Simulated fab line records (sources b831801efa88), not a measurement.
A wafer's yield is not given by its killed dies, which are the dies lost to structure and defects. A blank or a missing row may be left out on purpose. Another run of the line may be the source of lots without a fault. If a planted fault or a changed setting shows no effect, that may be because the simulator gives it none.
Chamber matching ; flow sky130 ; SKY_PASSIVATION_CVD_00 on pecvd-01 has 3 sister chambers
The step deposits SiO2, target thk 90 nm. 6 wafers are shown with their chamber, then 12 later ones without.

WAFERS, EACH WITH ITS CHAMBER
wafer;chamber;heater_power_w (W)
L086.4;0;655
L086.5;1;689
L086.6;2;608
L087.1;1;582
L087.2;2;741
L087.3;0;695

WAFERS MISSING THEIR CHAMBER
wafer;heater_power_w (W)
L088.3;619
L088.5;666
L088.6;645
L092.1;585
L092.3;704
L092.5;713
L096.1;640
L096.2;626
L096.3;673
L096.4;656
L096.5;625
L096.6;694

EACH ONE'S CHAMBER
wafer;from the rows above;in truth
L088.3;can't be placed: 1 or 2 or 0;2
L088.5;can't be placed: 2 or 0 or 1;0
L088.6;can't be placed: 1 or 2 or 0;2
L092.1;can't be placed: 1 or 2 or 0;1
L092.3;can't be placed: 0 or 2 or 1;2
L092.5;can't be placed: 0 or 2 or 1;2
L096.1;can't be placed: 1 or 2 or 0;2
L096.2;can't be placed: 1 or 2 or 0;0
L096.3;can't be placed: 2 or 0 or 1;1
L096.4;can't be placed: 2 or 0 or 1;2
L096.5;can't be placed: 1 or 2 or 0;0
L096.6;can't be placed: 0 or 2 or 1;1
Correct placement for 0 of the 12. These rows do not allow placing 12 (true chamber among the candidates in 12). Number placed wrongly: 0.
How it was worked out, from the rows above alone: a wafer's distance from a chamber is the root of the sum, over the readings, of the square of ((its reading less the chamber's mean) divided by the reading's scatter). The wafer belongs to the nearest chamber; if the next one is less than 2 further off, it can't be placed. The mean given for a chamber averages the wafers shown for that chamber. How the scatter is found: for the shown wafers, subtract from each reading the mean of its chamber, square and add these, divide the total by (wafers less chambers), then take the root.
